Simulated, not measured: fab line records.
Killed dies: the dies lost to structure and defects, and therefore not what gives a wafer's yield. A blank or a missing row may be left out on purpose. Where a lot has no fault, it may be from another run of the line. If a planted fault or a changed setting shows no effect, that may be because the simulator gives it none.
2 desks looking at one fault	flow gf180mcu	each desk has only its own numbers; what lay behind them comes last

== DESK OF THE TOOL OWNER: implanter-01 ==
The tool's own readings at GF_DNWELL_IMPLANT_07: means of the sampled wafers that have a number, for each lot that ran on this tool. Any lot whose mean is over 4 standard deviations away from the usual mean is out of limits and marked OUT; that distance is given in the brackets.
Columns: A = faraday-current-uA at GF_DNWELL_IMPLANT_07, usual 56.4; B = tilt-deg at GF_DNWELL_IMPLANT_07, usual -0.001 degrees
lot	first seen here	A	B
L109	day 2 18:08	56.3	-0.001
L111	day 3 04:16	56.6	0.015
L112	day 3 10:57	55.7	-0.020
L113	day 3 15:50	55.3	-0.004
L114	day 3 21:47	55.7	4.277 (+99 or more) OUT
L115	day 4 03:31	56.1	4.270 (+99 or more) OUT
L127	day 6 17:59	56.7	0.032
L131	day 7 15:34	56.3	-0.003
Finding of this desk: L114, L115 out of limits; the first was L114 at day 3 21:47, on tilt-deg at GF_DNWELL_IMPLANT_07. L109, L111, L112, L113, L127, L131: within limits.

== FROM THE METROLOGY DESK ==
What the gauges read, lot by lot, whatever tool the lot ran on: means of the sampled wafers that have a number. Any lot whose mean is over 4 standard deviations away from the usual mean is out of limits and marked OUT; that distance is given in the brackets.
Columns: A = DNWELL_TW at GF_DNWELL_TW_MEAS_09, usual 1353; B = HV_LDD_03_OVL at GF_HV_LDD_OVL_MEAS_47, usual -1.1 nm
lot	first seen here	A	B
L109	day 2 18:23	1354	-2.8
L111	day 3 04:30	1355	-3.1
L112	day 3 11:12	1366	-1.0
L113	day 3 16:05	1354	-2.7
L114	day 3 22:01	1514 (+20) OUT	-1.6
L115	day 4 03:46	1524 (+22) OUT	-1.9
L119	day 5 00:55	1350	-0.3
L127	day 6 18:14	1372	0.2
L128	day 6 23:55	1348	0.2
L129	day 7 05:33	1344	-1.5
L130	day 7 11:15	1341	0.1
L131	day 7 15:48	1356	1.4
L132	day 7 20:44	1343	-0.6
This desk finds L114, L115 out of limits, with the earliest case on L114 at day 3 22:01 (DNWELL_TW at GF_DNWELL_TW_MEAS_09). L109, L111, L112, L113, L119, L127, L128, L129, L130, L131, L132: within limits.

== ALL TOGETHER ==
An alarm could have come from the tool owner's desk at day 3 21:47, on L114, L115.
The metrology desk could have raised an alarm at day 3 22:01, on L114, L115.
Every lot named ran GF_DNWELL_IMPLANT_07 on implanter-01.

== WHAT HAD BEEN PUT IN BY THE SIMULATOR ==
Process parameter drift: implanter-01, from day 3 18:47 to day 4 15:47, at GF_DNWELL_IMPLANT_07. A move of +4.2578 in setting tilt-deg, from 0. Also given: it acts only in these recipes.
Struck lots among those shown: L114, L115.
Counting hours from when the fault started, the first reading out of limits came at 3 for the tool owner's desk and at 3 for the metrology desk.
